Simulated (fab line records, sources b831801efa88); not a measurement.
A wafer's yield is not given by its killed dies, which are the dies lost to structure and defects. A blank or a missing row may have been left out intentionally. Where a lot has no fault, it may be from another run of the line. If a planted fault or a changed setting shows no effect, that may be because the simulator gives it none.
What tool caused it? | flow gf180mcu | 9 lots, 27 wafers sampled, at 2 steps of a route of 602

## WHAT EACH GAUGE READ, for each wafer
GF_VT_IMPLANT_TW_MEAS_10.
lot  | measured    | on            | VT_IMPLANT_TW
L424 | day 5 14:46 | film_metro-03 | 556 557 555
L425 | day 5 20:53 | film_metro-02 | 567 570 568
L426 | day 6 02:08 | film_metro-03 | 557 553 555
L427 | day 6 07:14 | film_metro-03 | 554 550 556
L428 | day 6 17:50 | film_metro-01 | 558 555 554
L434 | day 8 08:08 | film_metro-01 | 559 561 560
L436 | day 8 19:11 | film_metro-03 | 914 916 915
L437 | day 8 23:05 | film_metro-01 | 922 922 924
L438 | day 9 04:50 | film_metro-03 | 919 918 920

## TOOL THAT RAN EACH LOT (tool first, then ch and the chambers of the sampled wafers, then the start)
lot  | GF_VT_IMPLANT_IMPLANT_08
L424 | implanter-04 ch 0, day 5 14:31
L425 | implanter-01 ch 0, day 5 20:38
L426 | implanter-04 ch 0, day 6 01:53
L427 | implanter-02 ch 0, day 6 06:59
L428 | implanter-01 ch 0, day 6 17:35
L434 | implanter-02 ch 0, day 8 07:53
L436 | implanter-04 ch 0, day 8 18:56
L437 | implanter-01 ch 0, day 8 22:50
L438 | implanter-02 ch 0, day 9 04:36
- GF_VT_IMPLANT_IMPLANT_08

## THE ANSWER, worked out from the rows above alone
Rule: usual is defined by the lots themselves. Put in order of their means at a reading, lots are off if they are a third of the lots or fewer, leave a main group of 4 or more, and stand apart from it by a gap of 3 or more times the standard deviation of the main group's means; of several such gaps the widest counts. The tables above print the reading to a certain number of digits; a main group whose means all agree to those digits is not used. A lot without any number at a reading at which 4 lots or more have one is off too. All remaining lots with rows at the step are treated as sound.
Off: L436, L437, L438, seen at GF_VT_IMPLANT_TW_MEAS_10 (VT_IMPLANT_TW). For the main group the mean is 558 and the standard deviation 5.
A tool fits if, at a process step before that reading, it ran every lot that is off, and no sound lot after the first of them. Those tools and the gauges at GF_VT_IMPLANT_TW_MEAS_10 are tried in the same way. Not one of the candidates tried fits.

## WHAT WAS PUT IN BY THE SIMULATOR
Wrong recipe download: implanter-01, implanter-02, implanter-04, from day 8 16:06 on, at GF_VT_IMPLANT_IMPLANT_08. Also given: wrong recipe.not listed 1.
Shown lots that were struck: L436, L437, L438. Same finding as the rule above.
